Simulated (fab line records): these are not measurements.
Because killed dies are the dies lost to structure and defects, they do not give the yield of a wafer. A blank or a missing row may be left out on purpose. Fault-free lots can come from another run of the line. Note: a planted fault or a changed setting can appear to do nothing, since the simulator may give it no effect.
Which of the tools did it?    flow gf180mcu    route of 602 steps, sampled at 1 step: 12 lots, 36 wafers

== WHAT THE GAUGES READ, wafer by wafer ==
GF_POLY_GATE_CD_MEAS_18.
lot   measured      on         cd_nm (nm)
L075  day 9 17:59   cd_sem-02  281.0 281.6 279.9
L077  day 10 06:31  cd_sem-01  277.6 278.6 279.5
L079  day 10 18:25  cd_sem-01  280.6 281.2 282.7
L081  day 11 10:08  cd_sem-01  280.4 279.9 281.1
L083  day 11 20:02  cd_sem-02  283.1 283.4 283.4
L085  day 12 12:59  cd_sem-02  283.0 283.5 283.0
L087  day 13 03:07  cd_sem-01  278.2 278.1 277.9
L089  day 13 17:20  cd_sem-01  280.3 280.7 280.1
L091  day 14 10:14  cd_sem-02  283.7 281.2 282.2
L093  day 15 03:23  cd_sem-01  280.8 282.2 281.4
L095  day 15 12:55  cd_sem-01  282.0 282.3 283.0
L097  day 16 05:35  cd_sem-02  281.8 281.8 281.4

== TOOL THAT RAN EACH LOT (tool first, then ch and the chambers of the sampled wafers, then the start) ==
There is no process step in the record ahead of these readings.

== THE ANSWER, worked out from the rows above alone ==
Rule: the usual values come from the lots themselves. The widest of any qualifying gaps counts: lots, ordered by their means at a reading, are off when they make up no more than a third of the lots, leave a main group of 4 or more, and stand apart from it by 3 or more times the standard deviation of that group's means. A main group whose means are all the same, to the digits that the tables above print for the reading, isn't used. A lot without any number at a reading at which 4 lots or more have one is off too. Where the step has rows for the other lots, those lots are counted as sound.
Across all readings shown, no lot is off: no conclusion can be drawn from this.

== WHAT THE SIMULATOR PUT IN ==
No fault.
